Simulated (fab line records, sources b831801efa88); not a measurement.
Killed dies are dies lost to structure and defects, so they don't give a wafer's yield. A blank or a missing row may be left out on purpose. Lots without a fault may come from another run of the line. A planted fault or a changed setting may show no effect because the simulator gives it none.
Chamber matching | flow sky130 | SKY_VIA1_CMP_02 on cmp-02: 4 sister chambers
The step polishes SiO2. 14 wafers are shown with their chamber, then 7 later ones without.

WAFERS WITH THEIR CHAMBER
wafer  | chamber | motor_current_A (A)
L752.1 | 0       | 12.9
L752.2 | 3       | 13.2
L752.4 | 2       | 10.5
L754.3 | 0       | 12.3
L754.4 | 3       | 13.4
L754.6 | 0       | 12.6
L756.3 | 2       | 11.4
L756.5 | 0       | 12.5
L756.6 | 1       | 12.5
L759.4 | 0       | 13.5
L759.5 | 2       | 11.0
L759.6 | 1       | 12.3
L760.3 | 3       | 13.3
L760.5 | 2       | 11.4

SIGNATURES (means of the wafers above)
reading         | chamber 0 | chamber 1 | chamber 2 | chamber 3 | scatter within a chamber
motor_current_A | 12.760    | 12.400    | 11.075    | 13.300    | 0.382
Rule: a wafer's distance from a chamber is the root of the sum, over the readings, of the square of ((its reading less the chamber's mean) divided by the reading's scatter). The wafer belongs to the nearest chamber; if the next one is less than 2 further off, it can't be placed. The scatter: the root of (the sum of the squares of (reading less its chamber's mean) over the shown wafers, divided by (wafers less chambers)).

WAFERS WITHOUT THEIR CHAMBER
wafer  | motor_current_A (A)
L760.6 | 12.6
L762.2 | 12.4
L762.3 | 10.4
L762.6 | 12.8
L769.1 | 13.9
L769.2 | 10.5
L769.3 | 13.3

WHICH CHAMBER EACH WENT THROUGH
wafer  | from the rows above          | in truth
L760.6 | can't be placed: 0 or 1 or 3 | 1
L762.2 | can't be placed: 1 or 0      | 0
L762.3 | 2                            | 2
L762.6 | can't be placed: 0 or 1 or 3 | 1
L769.1 | can't be placed: 3 or 0      | 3
L769.2 | 2                            | 2
L769.3 | can't be placed: 3 or 0      | 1
Placed correctly: 2 of 7. Can't be placed from these rows: 5 (the true chamber is among the candidates in 4). Placed wrongly: 0.
